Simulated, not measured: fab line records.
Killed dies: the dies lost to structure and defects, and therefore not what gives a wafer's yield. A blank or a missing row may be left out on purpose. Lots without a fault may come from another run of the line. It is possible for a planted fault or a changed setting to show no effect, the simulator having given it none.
A struck lot beside a sound one -- flow sky130 -- 43 steps out of a route of 708
Sound: wafers L682.1, L682.4, L682.5. Struck: wafers L696.3, L696.4, L696.6. The cause comes at the end.
Per side, at each step with rows, come the tool, then ch with its chambers, and then its first start. Under that, the readings that differ: sound wafers -- struck wafers -- difference of the means -- sigmas: that difference in standard deviations of wafers without a fault.
alike: words and numbers the same on both sides, and readings whose means are apart by under 2 such deviations; not compared: readings that were withheld, readings missing a value for some wafer, numbers with overlapping values and no deviation given by the record, and bounds like >300 which may hide the same value.
A row with sigmas, a row that says differs or no value, or rows on one side alone: a step with any of these is where the two part. When numbers do not overlap yet have no deviation, they are printed without sigmas and do not part them. Lack of a reading on every wafer of one side parts them only where that side has two or more wafers.

first, 5 steps without rows for these wafers: SKY_LDD_N_COAT_02 (resist thk 300 nm); SKY_LDD_N_SOFTBAKE_03 (time 60 s); SKY_LDD_N_EXPOSE_04 (exposes mask NTM, target cd 840 nm); SKY_LDD_N_PEB_05; SKY_LDD_N_DEVELOP_06 (develop time 60 s).
SKY_LDD_N_OVL_MEAS_07:
  sound on overlay-02 at day 20 15:16; struck on overlay-02 at day 25 03:29
  alike: LDD_N_OVL
then, 6 steps without rows for these wafers: SKY_LDD_N_IMPLANT_08; SKY_LDD_N_IMPLANT_09; SKY_LDD_N_IMPLANT_10; SKY_LDD_N_IMPLANT_11; SKY_LDD_N_IMPLANT_12; SKY_LDD_N_IMPLANT_13.
SKY_LDD_N_IMPLANT_14:
  sound on implanter-02 ch 0, day 20 16:12; struck on implanter-04 ch 0, day 25 04:28
following that, these wafers have no rows for 1 step: SKY_LDD_N_IMPLANT_15.
SKY_LDD_N_STRIP_16: strips in O2/N2.
  sound on plasmaAsher-03 ch 0,1, day 20 16:30; struck on plasmaAsher-03 ch 0,1, day 25 04:44
  alike: drypumpMotorCurrentA, oesProductAu, stripTimeToEndpointS
  not compared: rfHoursCounterH
SKY_LDD_N_TW_MEAS_17:
  sound on filmMetro-04 at day 20 16:36; struck on filmMetro-01 at day 25 04:50
  alike: LDD_N_TW
then, 7 steps without rows for these wafers: SKY_LDD_P_DEHYDRATE_00 (time 60 s); SKY_LDD_P_HMDS_01 (prime time 60 s); SKY_LDD_P_COAT_02 (resist thk 1140 nm); SKY_LDD_P_SOFTBAKE_03 (time 60 s); SKY_LDD_P_EXPOSE_04 (exposes mask PSDM, target cd 380 nm); SKY_LDD_P_PEB_05; SKY_LDD_P_DEVELOP_06 (develop time 60 s).
SKY_LDD_P_CD_MEAS_07 targets a cd of 380 nm.
  sound on cdSem-01 at day 21 23:31; struck on cdSem-01 at day 26 10:42
  alike: cdNm
SKY_LDD_P_OVL_MEAS_08:
  sound on overlay-01 at day 21 23:38; struck on overlay-02 at day 26 10:47
  alike: LDD_P_OVL
following that, these wafers have no rows for 1 step: SKY_LDD_P_IMPLANT_09.
SKY_LDD_P_STRIP_10: strips in O2/N2.
  sound on plasmaAsher-04 ch 0,1, day 21 23:49; struck on plasmaAsher-01 ch 0,1, day 26 11:00
  alike: drypumpMotorCurrentA, oesProductAu, stripTimeToEndpointS
  not compared: rfHoursCounterH
SKY_LDD_P_TW_MEAS_11:
  sound on filmMetro-02 at day 21 23:55; struck on filmMetro-04 at day 26 11:05
  alike: LDD_P_TW
then, 7 steps without rows for these wafers: SKY_LDD_HVN_DEHYDRATE_00 (time 60 s); SKY_LDD_HVN_HMDS_01 (prime time 60 s); SKY_LDD_HVN_COAT_02 (resist thk 300 nm); SKY_LDD_HVN_SOFTBAKE_03 (time 60 s); SKY_LDD_HVN_EXPOSE_04 (exposes mask HVNTM, target cd 700 nm); SKY_LDD_HVN_PEB_05; SKY_LDD_HVN_DEVELOP_06 (develop time 60 s).
SKY_LDD_HVN_OVL_MEAS_07:
  sound on overlay-01 at day 23 06:14; struck on overlay-02 at day 27 17:02
reading,sound,struck,difference,sigmas
LDD_HVN_OVL (nm),-0.4 1.2 1.0,-1.8 -2.2 -3.4,-3.1,-2
following that, these wafers have no rows for 1 step: SKY_LDD_HVN_IMPLANT_08.
SKY_LDD_HVN_STRIP_09: strips in O2/N2.
  sound on plasmaAsher-02 ch 0,1, day 23 06:25; struck on plasmaAsher-02 ch 0,1, day 27 17:15
  alike: drypumpMotorCurrentA, oesProductAu, stripTimeToEndpointS
  not compared: rfHoursCounterH
SKY_LDD_HVN_TW_MEAS_10:
  sound on filmMetro-01 at day 23 06:31; struck on filmMetro-02 at day 27 17:20
  alike: LDD_HVN_TW
then, 3 steps without rows for these wafers: SKY_LDD_HVP_DEHYDRATE_00 (time 60 s); SKY_LDD_HVP_HMDS_01 (prime time 60 s); SKY_LDD_HVP_COAT_02 (resist thk 300 nm).
-- record jumps: 23 days separate the struck wafers' starts on either side; left off in module LDD_HVP, taken up again in module PAD_OPEN, whose first shown step is the route's number 708 --
SKY_PAD_OPEN_PROBE_99:
  sound on prober-01 at day 47 19:58; struck on prober-01 at day 50 12:15
reading,sound,struck,difference,sigmas
model.etest.diodeNwellSub.leakLog10ACm2,-7.186 -7.716 -7.295,-6.341 -6.446 -6.117,+1.098,
model.etest.diodeDnwellSub.leakLog10ACm2,-6.819 -7.155 -7.217,-6.388 -6.335 -6.445,+0.674,
model.etest.diodePwellDnwell.leakLog10ACm2,-7.678 -7.4 -7.794,-6.731 -6.568 -6.508,+1.022,
model.etest.diodeNdiffPwellHv.leakLog10ACm2,-6.352 -6.723 -6.711,-6.13 -6.037 -6.114,+0.50,
model.etest.diodePdiffNwellHv.leakLog10ACm2,-6.733 -6.66 -6.62,-6.079 -5.85 -6.038,+0.682,
model.etest.diodePdiffNwell.leakLog10ACm2,-6.998 -7.177 -7.362,-6.639 -6.659 -6.992,+0.416,
model.etest.diodeNdiffPwell.leakLog10ACm2,-7.203 -7.405 -7.284,-7.093 -6.847 -6.731,+0.407,
model.etest.nfet_16v.offLog10AUm,-13.73 -13.79 -13.81,-13.27 -13.26 -13.52,+0.43,
  alike: killed_at_M0_to_M3, killed_at_M4_up, killedAtContacts, killedAtFrontEnd, killedAtOther, killedDies, killedOpen, killedShort

## WHERE THEY PART
Only at SKY_LDD_HVN_OVL_MEAS_07, within this record. Later steps at which nothing parts them and some readings are alike: SKY_LDD_HVN_STRIP_09, SKY_LDD_HVN_TW_MEAS_10, SKY_PAD_OPEN_PROBE_99.

WHY: what had been put in by the simulator
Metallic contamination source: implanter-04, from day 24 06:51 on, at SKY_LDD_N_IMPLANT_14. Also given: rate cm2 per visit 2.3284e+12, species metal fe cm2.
